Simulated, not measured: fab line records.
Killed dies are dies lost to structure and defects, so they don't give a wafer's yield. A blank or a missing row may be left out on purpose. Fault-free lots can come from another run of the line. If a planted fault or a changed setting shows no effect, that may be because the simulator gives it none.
Matching of chambers ; flow sky130 ; rie diel-03 running SKY_FIELD_ISO_ETCH_14: 4 sister chambers
The step etches BARC in N2/H2, stops on SiO2, time 45.9 s, target depth 60 nm. 8 wafers are shown with their chamber, then 8 later ones without.

== WAFERS, EACH WITH ITS CHAMBER ==
wafer;chamber;drypump motor current A (A);oes product au (a.u.)
L080.3;2;6.0;0.859
L080.6;2;6.0;0.852
L086.2;3;6.5;0.854
L086.5;1;4.9;0.859
L087.3;3;6.5;0.842
L087.4;1;5.0;0.847
L087.6;0;5.8;0.849
L089.4;0;5.8;0.857

== WAFERS WITH NO CHAMBER GIVEN ==
wafer;drypump motor current A (A);oes product au (a.u.)
L089.5;6.0;0.859
L089.6;6.5;0.860
L090.1;6.5;0.858
L090.5;6.0;0.859
L090.6;5.0;0.855
L097.3;6.5;0.861
L097.4;6.0;0.851
L097.6;5.8;0.859

== WHICH CHAMBER EACH ONE RAN IN ==
wafer;from the rows above;in truth
L089.5;2;2
L089.6;3;3
L090.1;3;3
L090.5;2;2
L090.6;1;1
L097.3;3;3
L097.4;2;2
L097.6;0;0
Correctly placed: 8 of 8. Can't be placed from these rows: 0. Wrongly placed: 0.
How it was worked out, from the rows above alone: a wafer's distance from a chamber is the root of the sum, over the readings, of the square of ((its reading less the chamber's mean) divided by the reading's scatter). The wafer belongs to the nearest chamber; if the next one is less than 2 further off, it can't be placed. Each chamber's mean is taken over the wafers shown for it. How the scatter is found: for the shown wafers, subtract from each reading the mean of its chamber, square and add these, divide the total by (wafers less chambers), then take the root.
